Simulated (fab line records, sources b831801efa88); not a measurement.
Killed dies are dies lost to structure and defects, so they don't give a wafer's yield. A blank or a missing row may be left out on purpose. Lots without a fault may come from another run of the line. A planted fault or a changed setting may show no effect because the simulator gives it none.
A struck lot beside a sound one | flow sky130 | 19 steps out of a route of 708
Sound: wafers L508.1, L508.2, L508.4. Struck: wafers L514.1, L514.2, L514.3. The cause comes at the end.
At each step with rows: each side's tool, then ch and its chambers, then its first start. Under that, the readings that differ: sound wafers | struck wafers | difference of the means | sigmas: that difference in standard deviations of wafers without a fault.
alike: readings whose means differ by less than 2 such deviations, and words and numbers that are the same on both sides. not compared: withheld readings, readings that some wafer has no value for, bounds like >300 that may hide the same value, and numbers for which the record gives no deviation and whose values overlap.
The two part at a step that has a row with sigmas, a row that says differs or no value, or rows on one side only. Numbers that don't overlap but have no deviation are shown without sigmas and don't part them. A reading that every wafer of one side lacks parts them only if that side has two wafers or more.

first, 4 steps without rows for these wafers: SKY_VT_ADJUST_LVTN_SOFTBAKE_14 (time 60 s); SKY_VT_ADJUST_LVTN_EXPOSE_15 (exposes mask HVN STD DERIVED, target cd 600 nm); SKY_VT_ADJUST_LVTN_PEB_16; SKY_VT_ADJUST_LVTN_DEVELOP_17 (develop time 61.16 s).
SKY_VT_ADJUST_LVTN_OVL_MEAS_18:
  sound on overlay-02, day 8 23:36; struck on overlay-02, day 9 19:39
  alike: VT_ADJUST_LVTN_01_OVL
then, 1 step without rows for these wafers: SKY_VT_ADJUST_LVTN_IMPLANT_19.
SKY_VT_ADJUST_LVTN_STRIP_20: strips in O2/N2.
  sound on plasma_asher-02 ch 0,1, day 8 23:47; struck on plasma_asher-03 ch 0,1, day 9 19:50
  alike: drypump_motor_current_A, oes_product_au, strip_time_to_endpoint_s
  not compared: rf_hours_counter_h
SKY_VT_ADJUST_LVTN_TW_MEAS_21:
  sound on film_metro-03, day 8 23:53; struck on film_metro-04, day 9 19:56
  alike: VT_ADJUST_LVTN_2_TW
then, 4 steps without rows for these wafers: SKY_VT_ADJUST_NCORE_DEHYDRATE_00 (time 60 s); SKY_VT_ADJUST_NCORE_HMDS_01 (prime time 60 s); SKY_VT_ADJUST_NCORE_COAT_02 (resist thk 1140 nm); SKY_VT_ADJUST_NCORE_SOFTBAKE_03 (time 60 s).
SKY_VT_ADJUST_NCORE_EXPOSE_04: exposes mask LVTN COMPLEMENT THIN, target cd 380 nm.
  sound on iline_stepper-02 ch 0, day 9 10:31; struck on iline_stepper-01 ch 0, day 10 07:17
  reading                                 | sound                | struck               | difference | sigmas
  model.VT_ADJUST_NCORE.overlay_x_nm (nm) | 0.5612 0.5612 0.5612 | -191.9 -191.9 -191.9 | -192.5     |
  alike: mask
then, 2 steps without rows for these wafers: SKY_VT_ADJUST_NCORE_PEB_05; SKY_VT_ADJUST_NCORE_DEVELOP_06 (develop time 60 s).
SKY_VT_ADJUST_NCORE_CD_MEAS_07: target cd 380 nm.
  sound on cd_sem-02, day 9 20:53; struck on cd_sem-02, day 10 18:05
  alike: cd_nm
SKY_VT_ADJUST_NCORE_OVL_MEAS_08:
  sound on overlay-02, day 9 21:01; struck on overlay-01, day 10 18:13
  reading                  | sound       | struck               | difference | sigmas
  VT_ADJUST_NCORE_OVL (nm) | 2.4 2.1 0.2 | -191.9 -194.1 -192.4 | -194.4     | -99 or more
then, 1 step without rows for these wafers: SKY_VT_ADJUST_NCORE_IMPLANT_09.
-- the record jumps here: 37 days lie between the struck wafers' starts before and after (it left off in module VT_ADJUST_NCORE and takes up again in module PAD_OPEN, whose first step shown is number 708 of the route) --
SKY_PAD_OPEN_PROBE_99:
  sound on prober-01, day 47 01:56; struck on prober-02, day 48 00:58
  reading                                    | sound                   | struck          | difference | sigmas
  model.etest.sram_nfet_pass.drive_ua_um     | 483.3 479.7 471.1       | 561 574.6       | +90        |
  model.etest.sram_pfet_latch.drive_ua_um    | 132.2 136.4 132.2       | 157.8 168.9     | +29.8      |
  model.etest.sram_nfet_pass.off_log10_a_um  | -12.49 -12.51 -12.8     | -11.47 -11.35   | +1.19      |
  model.etest.sram_pfet_latch.off_log10_a_um | -13.05 -13.03 -13.35    | -11.81 -11.69   | +1.39      |
  model.etest.sram_nfet_pass.vt_sat_v (V)    | 0.5526 0.553 0.5828     | 0.4573 0.4689   | -0.0997    |
  model.etest.sram_pfet_latch.vt_sat_v (V)   | -0.8041 -0.7791 -0.8044 | -0.6841 -0.6671 | +0.1203    |
  model.etest.sram_nfet_pass.vt_v (V)        | 0.6476 0.6478 0.6765    | 0.5933 0.601    | -0.0601    |
  model.etest.sram_pfet_latch.vt_v (V)       | -0.9262 -0.9026 -0.9294 | -0.8423 -0.8357 | +0.0804    |
  alike: killed_at_M0_to_M3, killed_at_M4_up, killed_at_contacts, killed_at_front_end, killed_at_other, killed_dies, killed_open, killed_short

WHERE THEY PART
Only at SKY_VT_ADJUST_NCORE_OVL_MEAS_08, within this record. Later steps at which nothing parts them and some readings are alike: SKY_PAD_OPEN_PROBE_99.

WHY: what the simulator had put in
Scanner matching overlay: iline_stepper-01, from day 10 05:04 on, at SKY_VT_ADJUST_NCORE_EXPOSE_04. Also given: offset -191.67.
